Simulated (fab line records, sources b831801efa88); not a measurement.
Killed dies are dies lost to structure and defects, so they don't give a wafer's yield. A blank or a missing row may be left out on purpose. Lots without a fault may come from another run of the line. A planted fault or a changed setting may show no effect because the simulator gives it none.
fab line records | flow sky130
record lots=6 wafers=18 last_day=49
route steps=708 shown RES_PROTECT@211 POLY_GATE@213 PAD_OPEN@708
lots that met no fault: from a run of the same line without faults
start_h: hours from the record's first day to the start of the lot's first wafer shown | wait_h: hours since the lot's step before | " the same as in the row above | L1.1+2: a row that stands for several wafers | - no value, or no start given | * or withheld: withheld | < > ~ a bound
route shown NAME@n: a module of which the file shows steps, and the number in the route of the first | usual: mean/standard deviation of fault-free wafers | same: alike in all rows | chamber/n: place in a boat | sites: the reading at each site | _std_site: their standard deviation | _edge_site: outer sites' mean less inner sites' | radius_mm: how far each site lies from the wafer's centre | mask NAME#n: copy n | behind: the tool/chamber that last shaped the wafer | hold: why the lot was held/for how many hours/how that ended | device: the transistor (n, p or np) that didn't switch | end of line: the same wafers' tests at the end of the route | a step without rows: its recipe alone | killed: dies lost to structure and defects at the first sort, not the wafer's yield | map: a wafer's dies, x killed, . not, _ none there
set.NAME: the setting as run; set.NAME@STEP: as run at that earlier step | model.NAME: the simulator's own value behind a step, which no gauge read
lots at some steps of the route; a table a step, a row a wafer
services: from which hour (start_h, from the record's first day; less than 0 if before it) a tool's chamber was out of use, for how many hours, and why
## steps
# step SKY_RES_PROTECT_PEB_05
# recipe temp_c=withheld time_s=* resist=NOVOLAK
# step SKY_RES_PROTECT_DEVELOP_06
# recipe resist=NOVOLAK developer=TMAH develop_time_s=60 dev_temp_c=23
# step SKY_POLY_GATE_IMPLANT_02
# recipe species=P energy_kev=30 dose_cm2=7.7e+15 tilt_deg=0
# step SKY_RES_PROTECT_STRIP_07
# recipe chemistry=O2/N2 power_w=1400 pressure_mtorr=1500 platen_temp_c=withheld o2_flow_sccm=3000 n2_flow_sccm=300 overash_fraction=0.5
# usual drypump_motor_current_A=5.5/0.36 oes_product_au=0.518/0.0047 strip_time_to_endpoint_s=23.32/0.044
# columns lot.wafer tool chamber start_h wait_h drypump_motor_current_A oes_product_au rf_hours_counter_h strip_time_to_endpoint_s
L394.1 plasma_asher-04 0 383.55 0.1 5.6 0.523 26 23.31
L394.3 " 0 " " 5.6 0.518 - 23.29
L394.6 " 1 " " 5.4 0.519 - 23.29
L399.1 plasma_asher-03 0 421.55 0.1 4.8 0.520 74 23.32
L399.2 " 1 " " 5.9 0.517 74 23.33
L399.4 " 0 " " 4.9 0.509 - 23.33
L402.1 plasma_asher-04 1 452.34 0.1 5.4 0.516 34 23.37
L402.3 " 0 " " 5.6 0.522 - 23.40
L402.4 " 1 " " 5.4 0.521 - 23.40
L406.2 plasma_asher-04 0 515.90 0.1 5.6 0.514 40 23.24
L406.5 " 1 " " 5.4 0.522 - 23.27
L406.6 " 0 " " 5.6 0.516 - 23.27
L408.4 plasma_asher-03 1 516.30 0.1 5.8 0.523 - 23.37
L408.5 " 0 " " 4.8 0.522 - 23.39
L408.6 " 1 " " 5.9 0.523 - 23.39
L410.1 plasma_asher-04 0 518.65 0.1 5.6 0.517 40 23.35
L410.4 " 0 " " 5.6 0.520 - 23.27
L410.6 " 1 " " 5.4 0.515 - 23.32
# step SKY_RES_PROTECT_TW_MEAS_08
# usual POLY_GATE_TW=4039/32
# columns lot.wafer tool chamber start_h wait_h POLY_GATE_TW
L394.1 film_metro-02 - 383.65 0.1 4006
L394.3 " - " " 3993
L394.6 " - " " 4002
L399.1 film_metro-04 - 421.65 0.1 4038
L399.2 " - " " 4047
L399.4 " - " " 4030
L402.1 film_metro-02 - 452.44 0.1 3996
L402.3 " - " " 4000
L402.4 " - " " 3998
L406.2 film_metro-02 - 516.01 0.1 4017
L406.5 " - " " 3995
L406.6 " - " " 4006
L408.4 film_metro-03 - 516.39 0.1 4091
L408.5 " - " " 4094
L408.6 " - " " 4095
L410.1 film_metro-02 - 518.75 0.1 4008
L410.4 " - " " 4018
L410.6 " - " " 4009
# step SKY_RES_PROTECT_CLEAN_09
# recipe chemistry=SC1/SC2 mix=1:4:20 temp_c=70 time_s=150 dry=n2_spin
# step SKY_POLY_GATE_CVD_03
# recipe material=Si3N4 precursor=DCS/NH3 target_thk_nm=75 temp_c=770 time_s=1290 pressure_mtorr=250
# step SKY_POLY_GATE_THK_MEAS_04
# recipe reads=Si3N4_of_POLY_GATE_CVD_03
# usual POLY_GATE_CVD_03_THK=75.2/0.69
# columns lot.wafer tool chamber start_h wait_h POLY_GATE_CVD_03_THK[nm]
L394.1 film_metro-01 - 385.85 0.0 74.4
L394.3 " - " " 75.4
L394.6 " - " " 74.8
L399.1 film_metro-04 - 424.16 0.0 74.4
L399.2 " - " " 74.1
L399.4 " - " " 74.0
L402.1 film_metro-03 - 454.82 0.0 75.8
L402.3 " - " " 75.9
L402.4 " - " " 76.9
L406.2 film_metro-03 - 518.60 0.1 75.8
L406.5 " - " " 75.8
L406.6 " - " " 75.2
L408.4 film_metro-04 - 518.67 0.1 75.1
L408.5 " - " " 74.8
L408.6 " - " " 74.6
L410.1 film_metro-04 - 520.94 0.0 74.5
L410.4 " - " " 74.8
L410.6 " - " " 75.5
# step SKY_POLY_GATE_DEHYDRATE_05
# recipe temp_c=200 time_s=60
# step SKY_POLY_GATE_HMDS_06
# recipe prime_time_s=60 prime_temp_c=120
# step SKY_POLY_GATE_COAT_07
# recipe resist=BARC temp_c=withheld time_s=withheld spin_rpm=3000 resist_thk_nm=110
# step SKY_POLY_GATE_COAT_08
# recipe resist=KrF-thick spin_rpm=3000 resist_thk_nm=450
# step SKY_POLY_GATE_SOFTBAKE_09
# recipe temp_c=100 time_s=90 resist=KrF-thick
# usual heater_power_total_W=57.37/0.11 plate_temp_C=99.98/0.12
# columns lot.wafer tool chamber start_h wait_h heater_power_total_W plate_temp_C
L394.1 litho_track-03 0 399 - 57.46 100.14
L394.3 " 0 " " 57.34 100.09
L394.6 " 0 " " 57.46 100.10
L399.1 litho_track-04 0 437 - 57.36 99.98
L399.2 " 0 " " 57.37 100.09
L399.4 " 0 " " 57.45 99.84
L402.1 litho_track-04 0 471 - 57.43 100.01
L402.3 " 0 " " 57.44 100.05
L402.4 " 0 " " 57.38 99.91
L406.2 litho_track-04 0 534 - 57.88 100.87
L406.5 " 0 " " 58.01 100.60
L406.6 " 0 " " 58.02 100.81
L408.4 litho_track-03 0 534 - 57.30 100.06
L408.5 " 0 " " 57.34 100.11
L408.6 " 0 " " 57.31 99.84
L410.1 litho_track-04 0 536 - 58.00 100.65
L410.4 " 0 " " 57.96 100.60
L410.6 " 0 " " 57.81 100.62
# step SKY_POLY_GATE_EXPOSE_10
# recipe mask_id=P1M na=0.68 source_shape=conventional sigma_outer=0.6 target_cd_nm=150 dose_mj=28
# step SKY_PAD_OPEN_PROBE_99
# usual killed_at_M0_to_M3=42/6.3 killed_at_M4_up=3.2/1.9 killed_at_contacts=24/5.8 killed_at_front_end=15/4.3 killed_at_other=0.2/0.62 killed_dies=85/9.3 killed_on_rim=16/3.3 killed_open=46/6.8 killed_short=38/6.1
# same gross_dies=492 killed_at_back_side=0
# columns lot.wafer tool chamber start_h wait_h killed_at_M0_to_M3 killed_at_M4_up killed_at_contacts killed_at_front_end killed_at_other killed_dies killed_on_rim killed_open killed_short
L394.1 prober-01 - 1096.91 0.1 38 4 25 17 0 84 15 48 35
L394.3 prober-01 - 1097.01 0.2 50 3 22 16 0 91 16 52 37
L394.6 prober-01 - 1097.16 0.2 31 4 19 23 1 78 19 40 36
L399.1 prober-02 - 1127.24 0.1 35 3 23 24 0 85 11 39 46
L399.2 prober-02 - 1127.29 0.1 40 5 20 19 1 85 13 52 33
L399.4 prober-02 - 1127.39 0.2 31 0 18 17 1 67 13 37 30
L402.1 prober-01 - 1146.38 0.1 40 5 18 22 0 85 11 45 39
L402.3 prober-01 - 1146.48 0.2 44 1 28 15 1 89 16 59 30
L402.4 prober-01 - 1146.53 0.2 46 1 22 17 0 86 20 50 36
L408.4 prober-02 - 1182.37 0.2 45 4 32 18 0 99 18 49 50
L408.5 prober-02 - 1182.42 0.2 43 4 26 10 0 83 17 44 39
L408.6 prober-02 - 1182.47 0.2 50 4 30 12 1 97 15 48 49
L406.2 prober-01 - 1184.46 0.1 37 6 16 17 0 76 17 40 36
L406.5 prober-01 - 1184.61 0.2 46 2 24 15 0 87 19 52 35
L406.6 prober-01 - 1184.66 0.2 50 3 32 14 0 99 18 52 47
L410.1 prober-01 - 1185.91 0.1 46 7 19 9 1 82 18 39 43
L410.4 prober-01 - 1186.06 0.2 46 6 22 15 0 89 19 53 35
L410.6 prober-01 - 1186.16 0.2 40 4 20 10 0 74 13 40 34
# killed by level:class
L394.1 LI_CONTACT:geometric_particle:open=8 CONTACT:geometric_particle:open=7 VIA1:geometric_particle:open=7 CONTACT:geometric_particle:short=5 METAL2:geometric_particle:short=5 VIA2:geometric_particle:open=5 VIA3:geometric_particle:short=5 VIA3:geometric_particle:open=5
L394.3 VIA1:geometric_particle:open=15 CONTACT:geometric_particle:open=8 LI_CONTACT:geometric_particle:open=7 VIA2:geometric_particle:open=6 METAL2:geometric_particle:short=6 POLY_GATE:geometric_particle:open=5 LI_CONTACT:geometric_particle:short=4 METAL1:geometric_particle:short=4
L394.6 CONTACT:geometric_particle:open=8 LI_CONTACT:geometric_particle:open=6 POLY_GATE:geometric_particle:open=5 VIA1:geometric_particle:open=5 METAL2:geometric_particle:short=5 FIELD_ISO:geometric_particle:short=4 POLY_GATE:geometric_particle:short=4 VIA2:geometric_particle:short=4
L399.1 FIELD_ISO:geometric_particle:open=9 METAL2:geometric_particle:short=8 VIA1:geometric_particle:open=8 CONTACT:geometric_particle:short=7 CONTACT:geometric_particle:open=7 LOCAL_INTERCONNECT:geometric_particle:short=6 VIA2:geometric_particle:short=5 FIELD_ISO:geometric_particle:short=4
L399.2 CONTACT:geometric_particle:open=9 VIA1:geometric_particle:open=8 FIELD_ISO:geometric_particle:open=7 METAL1:geometric_particle:short=7 VIA3:geometric_particle:open=7 LI_CONTACT:geometric_particle:open=6 FIELD_ISO:geometric_particle:short=5 METAL1:geometric_particle:open=4
L399.4 FIELD_ISO:geometric_particle:open=6 VIA3:geometric_particle:open=6 VIA2:geometric_particle:open=5 LI_CONTACT:geometric_particle:open=5 LOCAL_INTERCONNECT:geometric_particle:short=5 CONTACT:geometric_particle:open=5 FIELD_ISO:geometric_particle:short=4 VIA2:geometric_particle:short=4
L402.1 CONTACT:geometric_particle:open=12 FIELD_ISO:geometric_particle:short=9 VIA1:geometric_particle:open=9 VIA1:geometric_particle:short=8 FIELD_ISO:geometric_particle:open=4 METAL1:geometric_particle:short=4 VIA2:geometric_particle:open=4 VIA3:geometric_particle:open=4
L402.3 CONTACT:geometric_particle:open=13 LI_CONTACT:geometric_particle:open=9 VIA1:geometric_particle:open=9 VIA3:geometric_particle:open=8 VIA2:geometric_particle:open=7 FIELD_ISO:geometric_particle:open=6 VIA1:geometric_particle:short=6 VIA2:geometric_particle:short=6
L402.4 VIA1:geometric_particle:open=14 VIA2:geometric_particle:open=7 METAL1:geometric_particle:short=7 LI_CONTACT:geometric_particle:open=6 FIELD_ISO:geometric_particle:open=5 CONTACT:geometric_particle:short=5 CONTACT:geometric_particle:open=5 VIA3:geometric_particle:open=5
L408.4 CONTACT:geometric_particle:open=9 METAL1:geometric_particle:short=8 POLY_GATE:geometric_particle:short=7 LI_CONTACT:geometric_particle:open=7 VIA1:geometric_particle:open=7 VIA2:geometric_particle:open=7 LI_CONTACT:geometric_particle:short=6 CONTACT:geometric_particle:short=6
L408.5 LI_CONTACT:geometric_particle:open=10 VIA2:geometric_particle:open=8 METAL1:geometric_particle:short=7 VIA1:geometric_particle:open=7 METAL1:geometric_particle:open=6 LOCAL_INTERCONNECT:geometric_particle:short=5 CONTACT:geometric_particle:open=5 FIELD_ISO:geometric_particle:short=4
L408.6 VIA2:geometric_particle:open=9 CONTACT:geometric_particle:short=8 VIA1:geometric_particle:open=8 LOCAL_INTERCONNECT:geometric_particle:short=7 METAL1:geometric_particle:short=6 METAL2:geometric_particle:short=6 LI_CONTACT:geometric_particle:open=5 VIA3:geometric_particle:open=5
L406.2 VIA1:geometric_particle:open=10 POLY_GATE:geometric_particle:open=7 LI_CONTACT:geometric_particle:open=6 METAL2:geometric_particle:short=5 VIA3:geometric_particle:short=5 CONTACT:geometric_particle:short=4 VIA1:geometric_particle:short=4 VIA2:geometric_particle:short=4
L406.5 VIA3:geometric_particle:open=11 VIA1:geometric_particle:open=9 CONTACT:geometric_particle:open=8 LI_CONTACT:geometric_particle:open=7 FIELD_ISO:geometric_particle:short=5 METAL1:geometric_particle:short=5 VIA1:geometric_particle:short=4 VIA2:geometric_particle:open=4
L406.6 CONTACT:geometric_particle:open=14 VIA1:geometric_particle:open=9 VIA3:geometric_particle:open=8 VIA1:geometric_particle:short=7 CONTACT:geometric_particle:short=6 FIELD_ISO:geometric_particle:short=5 LI_CONTACT:geometric_particle:open=5 VIA2:geometric_particle:open=5
L410.1 VIA3:geometric_particle:open=9 VIA2:geometric_particle:open=8 CONTACT:geometric_particle:short=6 VIA1:geometric_particle:open=6 METAL4:geometric_particle:short=6 VIA1:geometric_particle:short=5 LI_CONTACT:geometric_particle:open=4 METAL1:geometric_particle:short=4
L410.4 CONTACT:geometric_particle:open=9 VIA3:geometric_particle:open=9 VIA1:geometric_particle:open=8 VIA2:geometric_particle:open=7 LI_CONTACT:geometric_particle:open=6 METAL4:geometric_particle:short=6 FIELD_ISO:geometric_particle:open=4 POLY_GATE:geometric_particle:open=4
L410.6 VIA1:geometric_particle:open=10 VIA3:geometric_particle:open=7 METAL1:geometric_particle:short=7 POLY_GATE:geometric_particle:open=5 LI_CONTACT:geometric_particle:open=5 LOCAL_INTERCONNECT:geometric_particle:short=5 CONTACT:geometric_particle:open=4 VIA1:geometric_particle:short=4
## services
# columns tool chamber start_h hours kind
plasma_asher-03 - 408.43 2.8 pm
plasma_asher-04 - 523.65 2.8 pm
## key
first_sign step=SKY_POLY_GATE_SOFTBAKE_09 reading=plate_temp_C direction=up sigmas=5.9 usual=* struck=*
effect step=SKY_POLY_GATE_SOFTBAKE_09 reading=heater_power_total_W direction=up sigmas=5.3 usual=* struck=*
met_at SKY_POLY_GATE_SOFTBAKE_09
struck_wafers L406.2,L406.5,L406.6,L410.1,L410.4,L410.6
tester_left_out L406,L410
fault kind=process_parameter_drift tool=litho_track-04 chamber=- onset_h=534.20 steps=SKY_POLY_GATE_SOFTBAKE_09 channel=temp_c offset=* shape=step end_h=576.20 acts_in=* stated=*
# tester_left_out: of these lots the tester's yield and bins aren't shown, on N5 and GAA mostly nor the transistor test; their killed dies are dies lost to structure and defects alone, not to doping, threshold or leakage, so they don't give the yield
